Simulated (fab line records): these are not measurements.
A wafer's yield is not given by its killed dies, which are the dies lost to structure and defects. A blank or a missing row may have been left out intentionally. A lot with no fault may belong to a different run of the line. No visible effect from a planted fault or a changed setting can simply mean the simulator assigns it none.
fab line records	flow sky130
record lots=10	wafers=30	lastDay=50
route steps=708 shown VT_ADJUST_NCORE@129 VT_ADJUST_HVTR@138 POLY_GATE@204 PAD_OPEN@708
lots that met no fault: from a run of the same line without faults
startH: the number of hours between the record's first day and the start of the first shown wafer of the lot	waitH: hours since the lot's step before	" unchanged from the row above	L1.1+2: a single row standing in for several wafers	- no value present, or no start provided	* or withheld: withheld	< > ~ a bound
route shown NAME@n: a module of which the file shows steps, and the number in the route of the first	usual: the fault-free wafers' mean and standard deviation	same: alike in all rows	chamber/n: place in a boat	sites: the reading at each site	_std_site: standard deviation of those values	_edge_site: the outer-site mean with the inner-site mean subtracted	radiusMm: how far each site lies from the wafer's centre	mask NAME#n: copy n	behind: the last tool/chamber to shape the wafer	hold: what put the lot on hold/how long, in hours/how the hold closed	device: the transistor (n, p or np) that didn't switch	end of line: at the end of the route, the tests of the same wafers	a step given without rows: its recipe and nothing more	killed: not the wafer's yield, but the dies lost to structure and defects at the first sort	map: dies across one wafer; x = killed, . = not, _ = none there
set.NAME: the setting as run; set.NAME@STEP: as run at that earlier step	model.NAME: the simulator's own value behind a step, which no gauge read
a sample of lots followed through the steps of the route, with each step as a table and each wafer as a row
services: the hour from which a tool's chamber was out of use, counted from the record's first day as startH (under 0 if before that day), plus the number of hours and why
## steps
# step SKY_VT_ADJUST_NCORE_STRIP_10
# recipe chemistry=O2/N2	powerW=1400	pressureMtorr=1500	platenTempC=withheld	o2FlowSccm=3000	n2FlowSccm=300	overashFraction=0.5
# usual chamberPressureMTorr=1500.0/1.3	drypumpMotorCurrentA=5.9/0.47	n2FlowSccm=300.0/0.87	oesProductAu=0.716/0.0042	stripTimeToEndpointS=14.20/0.035
lot.wafer	tool	chamber	startH	waitH	chamberPressureMTorr	drypumpMotorCurrentA	n2FlowSccm	oesProductAu	rfHoursCounterH	stripTimeToEndpointS
L934.1	plasmaAsher-02	0	214.15	0.1	1500.9	5.4	298.2	0.712	9	14.26
L934.3	"	1	"	"	1501.3	6.1	300.4	0.716	-	14.23
L934.4	"	0	"	"	1498.7	5.4	299.2	0.711	-	14.25
L930.1	plasmaAsher-02	0	215.26	0.1	1498.3	5.4	298.6	0.710	9	14.24
L930.3	"	1	"	"	1498.4	6.0	298.7	0.709	-	14.22
L930.5	"	1	"	"	1500.6	6.1	298.5	0.711	-	14.25
L933.1	plasmaAsher-03	0	217.95	0.1	1502.7	5.4	300.1	0.717	40	14.21
L933.2	"	1	"	"	1502.8	5.6	299.5	0.718	40	14.26
L933.4	"	0	"	"	1499.3	5.4	299.5	0.717	-	14.19
L936.3	plasmaAsher-03	0	230.33	0.1	1501.1	5.5	300.6	0.712	-	14.21
L936.5	"	1	"	"	1497.0	5.6	301.5	0.714	-	14.22
L936.6	"	0	"	"	1499.9	5.5	299.2	0.719	-	14.24
L938.3	plasmaAsher-03	0	242.24	0.1	1500.4	5.5	301.0	0.716	-	14.24
L938.4	"	1	"	"	1501.3	5.6	300.4	0.718	-	14.20
L938.5	"	0	"	"	1498.6	5.5	300.7	0.716	-	14.20
L939.3	plasmaAsher-04	0	253.68	0.1	1498.7	6.3	299.7	0.722	-	14.13
L939.5	"	1	"	"	1500.5	6.8	301.0	0.721	-	14.19
L939.6	"	0	"	"	1500.6	6.3	299.4	0.717	-	14.16
L942.1	plasmaAsher-04	0	268.80	0.1	1502.5	6.3	301.1	0.720	57	14.10
L942.3	"	0	"	"	1500.0	6.3	300.3	0.721	-	14.13
L942.5	"	0	"	"	1499.0	6.3	299.6	0.716	-	14.13
L946.1	plasmaAsher-02	1	297.00	0.1	1498.6	6.0	299.9	0.711	17	14.19
L946.2	"	0	"	"	1500.6	5.4	300.9	0.725	17	14.19
L946.6	"	0	"	"	1498.9	5.4	299.3	0.719	-	14.21
L948.1	plasmaAsher-02	1	319.35	0.1	1498.9	6.1	300.5	0.712	20	14.18
L948.4	"	0	"	"	1498.6	5.4	299.6	0.722	-	14.23
L948.6	"	0	"	"	1499.5	5.4	300.2	0.722	-	14.20
L951.4	plasmaAsher-02	1	336.54	0.1	1499.9	6.1	302.0	0.723	-	14.22
L951.5	"	0	"	"	1500.5	5.4	300.6	0.718	-	14.24
L951.6	"	1	"	"	1499.3	6.0	300.1	0.714	-	14.21
# step SKY_VT_ADJUST_HVTR_CD_MEAS_07
# recipe targetCdNm=380
# usual cdNm=379.5/2.5
lot.wafer	tool	chamber	startH	waitH	cdNm
L934.1	cdSem-01	-	236.74	0.1	382.4
L934.3	"	-	"	"	382.0
L934.4	"	-	"	"	382.7
L930.1	cdSem-01	-	238.70	0.1	379.7
L930.3	"	-	"	"	380.7
L930.5	"	-	"	"	383.0
L933.1	cdSem-01	-	240.95	0.1	376.5
L933.2	"	-	"	"	378.8
L933.4	"	-	"	"	376.9
L936.3	cdSem-02	-	254.28	0.1	375.1
L936.5	"	-	"	"	377.8
L936.6	"	-	"	"	378.3
L938.3	cdSem-02	-	266.99	0.1	380.7
L938.4	"	-	"	"	381.0
L938.5	"	-	"	"	379.2
L939.3	cdSem-02	-	278.99	0.1	375.2
L939.5	"	-	"	"	379.3
L939.6	"	-	"	"	380.1
L942.1	cdSem-01	-	294.70	0.1	375.7
L942.3	"	-	"	"	377.8
L942.5	"	-	"	"	377.4
L946.1	cdSem-01	-	324.40	0.1	383.3
L946.2	"	-	"	"	386.0
L946.6	"	-	"	"	382.0
L948.1	cdSem-02	-	347.35	0.1	377.4
L948.4	"	-	"	"	375.7
L948.6	"	-	"	"	377.4
L951.4	cdSem-02	-	364.96	0.1	374.5
L951.5	"	-	"	"	375.7
L951.6	"	-	"	"	374.2
# step SKY_VT_ADJUST_HVTR_STRIP_10
# recipe chemistry=O2/N2	powerW=1400	pressureMtorr=1500	platenTempC=withheld	o2FlowSccm=3000	n2FlowSccm=300	overashFraction=0.5
# usual chamberPressureMTorr=1500.0/1.4	drypumpMotorCurrentA=6.2/0.47	n2FlowSccm=300.2/0.93	oesProductAu=0.716/0.0052	stripTimeToEndpointS=14.07/0.031
lot.wafer	tool	chamber	startH	waitH	chamberPressureMTorr	drypumpMotorCurrentA	n2FlowSccm	oesProductAu	rfHoursCounterH	stripTimeToEndpointS
L934.1	plasmaAsher-04	1	237.05	0.1	1500.2	6.8	301.9	0.719	54	14.05
L934.3	"	0	"	"	1499.1	6.3	299.9	0.709	-	14.06
L934.4	"	1	"	"	1499.2	6.8	301.6	0.714	-	14.07
L930.1	plasmaAsher-04	1	239.01	0.1	1500.6	6.8	299.8	0.718	54	14.11
L930.3	"	1	"	"	1500.0	6.8	302.0	0.718	-	14.11
L930.5	"	0	"	"	1499.3	6.3	301.7	0.716	-	14.09
L933.1	plasmaAsher-01	1	241.25	0.1	1501.3	6.3	299.0	0.713	57	14.02
L933.2	"	0	"	"	1500.5	5.7	299.4	0.712	57	14.00
L933.4	"	0	"	"	1500.1	5.7	300.9	0.716	-	14.08
L936.3	plasmaAsher-04	0	254.58	0.1	1499.2	6.3	301.0	0.714	-	14.09
L936.5	"	1	"	"	1500.1	6.8	299.3	0.713	-	14.02
L936.6	"	0	"	"	1500.9	6.3	300.0	0.714	-	14.07
L938.3	plasmaAsher-04	0	267.29	0.1	1500.1	6.3	299.9	0.709	-	14.09
L938.4	"	1	"	"	1499.4	6.8	297.9	0.713	-	14.13
L938.5	"	1	"	"	1499.0	6.8	299.3	0.719	-	14.11
L939.3	plasmaAsher-03	1	279.29	0.1	1499.8	5.6	299.3	0.718	-	14.10
L939.5	"	1	"	"	1498.5	5.6	298.0	0.712	-	14.11
L939.6	"	0	"	"	1504.7	5.5	299.6	0.712	-	14.09
L942.1	plasmaAsher-04	0	295.00	0.1	1499.2	6.3	300.4	0.709	60	14.07
L942.3	"	1	"	"	1499.5	6.8	299.1	0.726	-	14.11
L942.5	"	0	"	"	1498.8	6.3	299.2	0.713	-	14.08
L946.1	plasmaAsher-04	1	324.86	0.2	1501.5	6.8	299.7	0.712	63	14.15
L946.2	"	0	"	"	1500.1	6.3	300.4	0.718	63	14.13
L946.6	"	1	"	"	1502.8	6.8	300.5	0.712	-	14.10
L948.1	plasmaAsher-04	1	347.66	0.1	1500.6	6.8	299.2	0.717	65	14.08
L948.4	"	1	"	"	1499.1	6.8	299.7	0.712	-	14.09
L948.6	"	1	"	"	1502.6	6.8	299.9	0.719	-	14.07
L951.4	plasmaAsher-03	0	365.24	0.1	1499.6	5.4	300.3	0.713	-	14.08
L951.5	"	0	"	"	1502.2	5.5	300.5	0.719	-	14.08
L951.6	"	1	"	"	1500.7	5.6	299.6	0.720	-	14.08
# step SKY_POLY_GATE_CVD_00
# recipe material=poly-Si	targetThkNm=180	tempC=620	timeS=720	pressureMtorr=200
# usual pressureMtorr=200.0/0.41	spikeTcTopC=638.0/1.5
lot.wafer	tool	chamber	startH	waitH	pressureMtorr	spikeTcTopC
L934.1	lpcvd-01	0	353.16	0.0	199.6	636.4
L934.3	"	0	"	"	200.5	636.5
L934.4	"	0	"	"	199.9	636.6
L930.1	lpcvd-01	1	357.38	0.1	200.0	639.5
L930.3	"	1	"	"	200.7	639.3
L930.5	"	1	"	"	200.5	639.7
L933.1	lpcvd-01	1	360.72	0.0	200.3	640.0
L933.2	"	1	"	"	200.0	639.5
L933.4	"	1	"	"	199.4	638.9
L936.3	lpcvd-01	1	375.47	0.0	199.8	639.0
L936.5	"	1	"	"	200.3	638.8
L936.6	"	1	"	"	200.1	639.3
L938.3	lpcvd-01	0	389.81	0.0	200.6	637.6
L938.4	"	0	"	"	200.2	636.7
L938.5	"	0	"	"	199.7	637.8
L939.3	lpcvd-01	0	397.88	0.0	199.7	636.1
L939.5	"	0	"	"	200.1	637.5
L939.6	"	0	"	"	199.5	638.4
L942.1	lpcvd-01	0	421.09	0.0	199.2	636.5
L942.3	"	0	"	"	200.2	637.1
L942.5	"	0	"	"	200.4	637.0
L946.1	lpcvd-01	1	457.83	0.0	199.5	637.4
L946.2	"	1	"	"	200.2	639.2
L946.6	"	1	"	"	199.7	638.8
L948.1	lpcvd-01	0	475.89	0.0	99.5	636.6
L948.4	"	0	"	"	99.8	636.9
L948.6	"	0	"	"	100.1	638.6
L951.4	lpcvd-01	1	496.88	0.0	199.6	640.6
L951.5	"	1	"	"	200.3	640.0
L951.6	"	1	"	"	199.4	638.7
# step SKY_POLY_GATE_THK_MEAS_01
# recipe reads=poly-Si_of_POLY_GATE_CVD_00
# usual POLY_GATE_CVD_00_THK=180.7/1.2
lot.wafer	tool	chamber	startH	waitH	POLY_GATE_CVD_00_THK[nm]
L934.1	filmMetro-04	-	354.36	0.0	179.2
L934.3	"	-	"	"	180.7
L934.4	"	-	"	"	180.4
L930.1	filmMetro-02	-	358.58	0.0	179.1
L930.3	"	-	"	"	179.6
L930.5	"	-	"	"	179.9
L933.1	filmMetro-02	-	361.92	0.0	179.0
L933.2	"	-	"	"	181.9
L933.4	"	-	"	"	181.6
L936.3	filmMetro-01	-	376.69	0.0	179.7
L936.5	"	-	"	"	180.1
L936.6	"	-	"	"	179.5
L938.3	filmMetro-01	-	391.03	0.0	182.4
L938.4	"	-	"	"	181.4
L938.5	"	-	"	"	180.4
L939.3	filmMetro-04	-	399.10	0.0	180.9
L939.5	"	-	"	"	180.8
L939.6	"	-	"	"	182.0
L942.1	filmMetro-04	-	422.29	0.0	182.4
L942.3	"	-	"	"	182.8
L942.5	"	-	"	"	182.3
L946.1	filmMetro-02	-	459.03	0.0	179.7
L946.2	"	-	"	"	179.2
L946.6	"	-	"	"	180.5
L948.1	filmMetro-04	-	477.09	0.0	130.1
L948.4	"	-	"	"	129.3
L948.6	"	-	"	"	128.4
L951.4	filmMetro-02	-	498.11	0.0	180.1
L951.5	"	-	"	"	181.2
L951.6	"	-	"	"	181.1
# step SKY_POLY_GATE_ETCH_17
# recipe targetDepthNm=180	stopOn=SiO2	overEtchFrac=0.56667	chemistry=HBr/Cl2	target=poly-Si	icpW=400	biasW=100	pressureMtorr=10	HBr_flow_sccm=150	Cl2_flow_sccm=50	timeS=70.5
# usual biasW=100.0/0.31	chamberPressureMTorr=10.000/0.0085	drypumpMotorCurrentA=5.7/0.47	oesProductAu=0.986/0.0071	throttleValvePct=33.685/0.0093
lot.wafer	tool	chamber	startH	waitH	biasW	chamberPressureMTorr	drypumpMotorCurrentA	oesProductAu	rfHoursCounterH	throttleValvePct
L934.1	rieSi-01	3	416.68	0.0	100.5	10.011	6.4	0.980	0	33.706
L934.3	"	0	"	"	100.7	9.995	5.0	0.991	3	33.683
L934.4	"	1	"	"	99.3	10.005	5.6	0.993	3	33.687
L930.1	rieSi-02	2	420.89	0.0	100.0	10.005	5.5	0.989	18	33.667
L930.3	"	0	"	"	99.5	10.001	6.3	0.985	1	33.706
L930.5	"	3	"	"	99.8	10.002	5.7	0.989	-	33.684
L933.1	rieSi-02	0	427.58	0.0	100.2	10.011	6.2	0.986	1	33.673
L933.2	"	3	"	"	99.5	9.989	5.7	0.991	1	33.682
L933.4	"	2	"	"	100.0	10.007	5.5	0.992	18	33.696
L936.3	rieSi-01	3	438.29	0.0	100.3	9.999	6.4	0.982	0	33.694
L936.5	"	2	"	"	99.8	10.000	5.9	0.988	-	33.697
L936.6	"	1	"	"	99.9	10.014	5.6	0.988	-	33.674
L938.3	rieSi-01	0	455.08	0.0	99.8	9.991	5.0	0.992	3	33.699
L938.4	"	3	"	"	99.8	9.987	6.3	0.984	0	33.671
L938.5	"	0	"	"	100.5	9.994	5.0	0.977	-	33.687
L939.3	rieSi-02	3	467.33	0.0	99.8	9.991	5.7	0.995	1	33.694
L939.5	"	2	"	"	99.7	9.992	5.5	0.978	-	33.690
L939.6	"	0	"	"	99.3	10.001	6.3	0.988	-	33.688
L942.1	rieSi-01	0	486.58	0.0	99.8	10.002	5.0	0.999	3	33.692
L942.3	"	3	"	"	100.3	9.998	6.4	0.973	1	33.691
L942.5	"	2	"	"	99.8	10.016	6.0	0.993	-	33.678
L946.1	rieSi-01	3	521.49	0.0	99.9	9.994	6.3	0.979	1	33.694
L946.2	"	1	"	"	100.0	9.979	5.6	0.989	4	33.690
L946.6	"	0	"	"	100.0	10.017	5.0	0.999	-	33.670
L948.1	rieSi-01	3	539.98	0.0	99.9	10.003	6.4	0.792	1	33.690
L948.4	"	2	"	"	100.2	10.007	5.9	0.799	0	33.685
L948.6	"	2	"	"	100.2	9.985	5.9	0.788	-	33.690
L951.4	rieSi-02	0	561.44	0.0	100.0	9.996	6.3	0.989	2	33.671
L951.5	"	1	"	"	100.3	9.987	5.0	0.972	-	33.701
L951.6	"	2	"	"	99.8	10.005	5.5	0.989	-	33.690
# step SKY_PAD_OPEN_PROBE_99
# usual killed_at_M0_to_M3=44/6.7	killed_at_M4_up=3.1/1.8	killedAtContacts=24/5.1	killedAtFrontEnd=16/4.7	killedAtOther=0.3/0.59	killedDies=88/9.6	killedOpen=48/7.3	killedShort=39/6.5
# same grossDies=492	killedAtBackSide=0
lot.wafer	tool	chamber	startH	waitH	killed_at_M0_to_M3	killed_at_M4_up	killedAtContacts	killedAtFrontEnd	killedAtOther	killedDies	killedOpen	killedShort
L938.3	prober-01	-	1131.37	0.2	38	5	26	11	0	80	42	38
L938.4	prober-01	-	1131.42	0.2	41	3	25	10	0	79	30	49
L938.5	prober-01	-	1131.47	0.2	52	2	25	13	0	92	53	39
L939.3	prober-02	-	1139.95	0.2	49	4	24	16	0	93	53	39
L939.5	prober-02	-	1140.05	0.2	53	2	31	10	0	96	56	40
L939.6	prober-02	-	1140.10	0.2	52	4	27	13	0	96	51	44
# killed by level:class
L938.3 CONTACT:geometricParticle:open=11 CONTACT:geometricParticle:short=7 METAL2:geometricParticle:short=7 VIA1:geometricParticle:short=7 VIA1:geometricParticle:open=7 LI_CONTACT:geometricParticle:open=6 FIELD_ISO:geometricParticle:open=4 VIA2:geometricParticle:open=4
L938.4 VIA1:geometricParticle:open=8 METAL1:geometricParticle:short=7 CONTACT:geometricParticle:short=6 LI_CONTACT:geometricParticle:open=5 LOCAL_INTERCONNECT:geometricParticle:short=5 METAL3:geometricParticle:short=5 LI_CONTACT:geometricParticle:short=4 CONTACT:geometricParticle:open=4
L938.5 CONTACT:geometricParticle:open=13 VIA1:geometricParticle:open=12 VIA2:geometricParticle:open=10 METAL1:geometricParticle:short=8 METAL2:geometricParticle:short=6 FIELD_ISO:geometricParticle:short=5 CONTACT:geometricParticle:short=5 FIELD_ISO:geometricParticle:open=4
L939.3 VIA1:geometricParticle:open=13 CONTACT:geometricParticle:open=10 VIA1:geometricParticle:short=9 VIA2:geometricParticle:open=9 VIA3:geometricParticle:open=6 LOCAL_INTERCONNECT:geometricParticle:short=5 FIELD_ISO:geometricParticle:short=4 FIELD_ISO:geometricParticle:open=4
L939.5 VIA1:geometricParticle:open=11 VIA2:geometricParticle:open=10 LI_CONTACT:geometricParticle:open=10 CONTACT:geometricParticle:open=10 METAL1:geometricParticle:short=10 METAL2:geometricParticle:short=5 VIA3:geometricParticle:short=5 VIA3:geometricParticle:open=5
L939.6 VIA1:geometricParticle:open=17 LI_CONTACT:geometricParticle:open=8 VIA2:geometricParticle:open=8 METAL1:geometricParticle:short=7 LI_CONTACT:geometricParticle:short=6 VIA2:geometricParticle:short=5 CONTACT:geometricParticle:open=5 METAL2:geometricParticle:short=5
## services
tool	chamber	startH	hours	kind
plasmaAsher-02	-	203.30	2.8	pm
lpcvd-01	-	207.00	14.6	pm
rieSi-01	-	216.59	0.8	repair
rieSi-01	-	223.14	2.8	pm
rieSi-02	0	225.57	2.3	repair
plasmaAsher-03	-	236.19	1.2	repair
rieSi-01	-	252.84	0.1	repair
rieSi-02	-	274.38	0.4	repair
rieSi-02	-	277.44	0.6	repair
rieSi-02	-	286.48	0.8	repair
plasmaAsher-03	-	292.58	14.6	pm
plasmaAsher-04	-	327.60	3.5	repair
plasmaAsher-04	-	334.54	1.7	repair
plasmaAsher-04	-	347.88	11.7	repair
lpcvd-01	-	366.03	6.0	pm
plasmaAsher-02	-	382.76	7.7	repair
plasmaAsher-01	-	421.25	9.0	pm
plasmaAsher-03	-	448.55	0.5	repair
rieSi-02	1	464.00	8.6	repair
rieSi-02	-	477.89	0.4	repair
rieSi-02	-	484.24	2.8	pm
plasmaAsher-04	-	493.65	2.4	repair
plasmaAsher-01	-	502.89	5.2	repair
rieSi-01	3	554.67	5.6	repair
## key
firstSign step=SKY_POLY_GATE_CVD_00	reading=pressureMtorr	direction=down	sigmas=99+	usual=200.0	struck=99.8
effect step=SKY_POLY_GATE_THK_MEAS_01	reading=POLY_GATE_CVD_00_THK	direction=down	sigmas=43	usual=180.7	struck=129.2
effect step=SKY_POLY_GATE_ETCH_17	reading=oesProductAu	direction=down	sigmas=27	usual=0.986	struck=0.793
metAt SKY_POLY_GATE_CVD_00
struckLots L948
struckWafers L948.1,L948.4,L948.6
testerLeftOut L948
notActingAt SKY_VT_ADJUST_NCORE_STRIP_10,SKY_VT_ADJUST_HVTR_CD_MEAS_07,SKY_VT_ADJUST_HVTR_STRIP_10
onsetBetween 421.09 475.89
fault kind=processParameterDrift	tool=lpcvd-01	chamber=0	onsetH=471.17	steps=SKY_POLY_GATE_CVD_00	channel=pressureMtorr	offset=-100	shape=step	endH=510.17	stated=200
# testerLeftOut: of these lots the tester's yield and bins aren't shown, on N5 and GAA mostly nor the transistor test; their killed dies are dies lost to structure and defects alone, not to doping, threshold or leakage, so they don't give the yield
